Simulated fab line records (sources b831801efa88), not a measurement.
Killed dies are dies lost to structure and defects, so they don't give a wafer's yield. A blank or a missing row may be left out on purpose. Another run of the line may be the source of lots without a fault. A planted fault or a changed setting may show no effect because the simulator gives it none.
A lot that was struck, set against a sound lot    flow sky130    16 out of 708 route steps
Sound: the wafers L691.2, L691.5, L691.6. Wafers L687.3, L687.4, L687.5 were the ones struck. The cause is named last.
At each step with rows: each side's tool, then ch and its chambers, then its first start. Under that, the readings that differ: sound wafers    struck wafers    difference of the means    sigmas: that difference in standard deviations of wafers without a fault.
alike: readings whose means differ by less than 2 such deviations, and words and numbers that are the same on both sides. not compared: withheld readings, readings that some wafer has no value for, bounds like >300 that may hide the same value, and numbers for which the record gives no deviation and whose values overlap.
The two part at a step that has a row with sigmas, a row that says differs or no value, or rows on one side only. Numbers that don't overlap but have no deviation are shown without sigmas and don't part them. Lack of a reading on every wafer of one side parts them only where that side has two or more wafers.

SKY_VIA2_CMP_02: polishes SiO2.
  sound on cmp-01 ch 0,1,3, day 42 10:46; struck on cmp-02 ch 0,2, day 40 17:41
  alike: motorCurrentA, retainingRingPressureFrac
SKY_VIA2_BOW_MEAS_03:
  struck on filmMetro-02, day 40 18:02; sound on filmMetro-04, day 42 10:59
  alike: VIA2_BOW
then, 8 steps without rows for these wafers: SKY_VIA2_DEHYDRATE_04 (time 60 s); SKY_VIA2_HMDS_05 (prime time 60 s); SKY_VIA2_COAT_06 (resist thk 60 nm); SKY_VIA2_COAT_07 (resist thk 450 nm); SKY_VIA2_SOFTBAKE_08 (time 90 s); SKY_VIA2_EXPOSE_09 (exposes mask VIM2, target cd 200 nm); SKY_VIA2_PEB_10; SKY_VIA2_DEVELOP_11 (develop time 60 s).
SKY_VIA2_CD_MEAS_12: the cd target is 200 nm.
  struck on cdSem-01, day 41 17:55; sound on cdSem-01, day 43 10:08
  alike: cdNm
SKY_VIA2_OVL_MEAS_13:
  struck on overlay-01, day 41 18:00; sound on overlay-01, day 43 10:14
reading        sound       struck  difference  sigmas
VIA2_OVL (nm)  -11 -6 -12  4 6 5   +15         +3
SKY_VIA2_ETCH_14: etches BARC in N2/H2, stops on SiO2, time 45.9 s, target depth 60 nm.
  sound on rieDiel-02 ch 0,1,3, day 43 10:16; struck on rieDiel-04 ch 0,1, day 41 18:01
  no value came back on the struck wafers for any of 6 readings (biasW (W), chamberPressureMTorr (mTorr) and others); on the sound wafers biasW (W) reads 99.56 99.85 100.10
reading                                     sound            struck             difference  sigmas
model.KrF-thick_of_VIA2_COAT_07.thkNm (nm)  392.7 393 391.2  438.8 437.7 438.6  +46.1       
  not compared: rfHoursCounterH
SKY_VIA2_ETCH_15: etches SiO2 in C4F8/O2/Ar, stops on TiN, target depth 546 nm, time 84 s.
  sound on rieDiel-02 ch 0,1,3, day 43 10:18; struck on rieDiel-04 ch 0,1, day 41 18:04
reading                                     sound              struck             difference  sigmas
oesProductAu (a.u.)                         0.934 0.940 0.943  0.364 0.366 0.374  -0.571      -99 or more
model.KrF-thick_of_VIA2_COAT_07.thkNm (nm)  284.8 284.6 281    328.3 327.4 329.5  +44.9       
  alike: biasW, chamberPressureMTorr
  not compared: rfHoursCounterH
SKY_VIA2_STRIP_16: strips in O2/N2.
  sound on plasmaAsher-01 ch 0,1, day 43 10:22; struck on plasmaAsher-03 ch 0,1, day 41 18:10
reading                   sound              struck             difference  sigmas
oesProductAu (a.u.)       0.393 0.401 0.401  0.422 0.425 0.424  +0.025      +5
stripTimeToEndpointS (s)  4.079 4.052 4.015  4.499 4.516 4.534  +0.468      +25
  alike: drypumpMotorCurrentA
  not compared: rfHoursCounterH
then, 1 step without rows for these wafers: SKY_VIA2_STRIP_17 (strips in post etch residue remover, time 1200 s).

WHERE THEY PART
Last at SKY_VIA2_STRIP_16 as far as this record goes, first at SKY_VIA2_OVL_MEAS_13.

WHY: whatever the simulator had introduced
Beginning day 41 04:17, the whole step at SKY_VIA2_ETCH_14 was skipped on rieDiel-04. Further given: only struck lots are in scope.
